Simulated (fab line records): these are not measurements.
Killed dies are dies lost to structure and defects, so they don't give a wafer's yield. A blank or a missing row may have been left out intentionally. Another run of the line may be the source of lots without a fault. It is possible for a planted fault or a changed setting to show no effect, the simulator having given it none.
Chamber matching    flow sky130    SKY_VIA1_CMP_24 on cmp-01 has 4 sister chambers
The step polishes, stops on SiO2, t overpolish 15 s, target thk 0 nm. 16 wafers are shown with their chamber, then 8 later ones without.

## WAFERS WITH THEIR CHAMBER
wafer   chamber  motor_current_A (A)  overpolish_run_s (s)  time_to_endpoint_s (s)
L079.1  0        11.2                 15.003                64.4
L079.2  1        9.2                  14.998                68.5
L079.3  3        9.4                  15.010                69.3
L079.4  2        12.9                 15.000                65.7
L079.5  1        9.1                  15.004                68.1
L079.6  0        11.0                 14.997                67.0
L081.1  3        9.2                  14.997                65.3
L081.2  1        8.7                  15.006                68.5
L081.3  0        10.9                 14.994                65.5
L081.4  2        13.7                 14.997                64.1
L081.5  2        13.5                 15.001                64.9
L081.6  1        8.9                  15.025                64.7
L082.1  2        13.1                 14.985                69.8
L082.2  1        9.0                  15.000                67.0
L082.3  3        9.9                  15.002                67.9
L082.4  0        11.3                 15.001                65.4

SIGNATURES, as means of the wafers listed above
reading             chamber 0  chamber 1  chamber 2  chamber 3  scatter within a chamber
motor_current_A     11.100     8.980      13.300     9.500      0.275
overpolish_run_s    14.99875   15.00660   14.99575   15.00300   0.00796
time_to_endpoint_s  65.575     67.360     66.125     67.500     1.86
Rule: a wafer lies at a distance from a chamber equal to the root of the sum of squares, over the readings, of (its reading less the chamber's mean, divided by the reading's scatter). If the next closest chamber is less than 2 further off than the closest, the wafer can't be placed; otherwise it belongs to the closest. How the scatter is found: for the shown wafers, subtract from each reading the mean of its chamber, square and add these, divide the total by (wafers less chambers), then take the root.

## WAFERS WHOSE CHAMBER IS MISSING
wafer   motor_current_A (A)  overpolish_run_s (s)  time_to_endpoint_s (s)
L082.5  12.8                 14.990                63.6
L082.6  8.6                  15.008                65.4
L084.1  9.8                  15.009                66.6
L084.2  11.3                 14.993                68.3
L084.3  9.1                  14.989                66.8
L084.4  13.2                 15.020                66.2
L084.5  9.6                  14.987                68.2
L084.6  11.3                 14.996                62.7

## EACH ONE'S CHAMBER
wafer   from the rows above      in truth
L082.5  2                        2
L082.6  can't be placed: 1 or 3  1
L084.1  can't be placed: 3 or 1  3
L084.2  0                        0
L084.3  can't be placed: 1 or 3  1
L084.4  2                        2
L084.5  can't be placed: 3 or 1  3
L084.6  0                        0
Correctly placed: 4 of 8. Cannot be placed on the basis of these rows: 4; the candidates contain the true chamber in 4. Wrongly placed: 0.
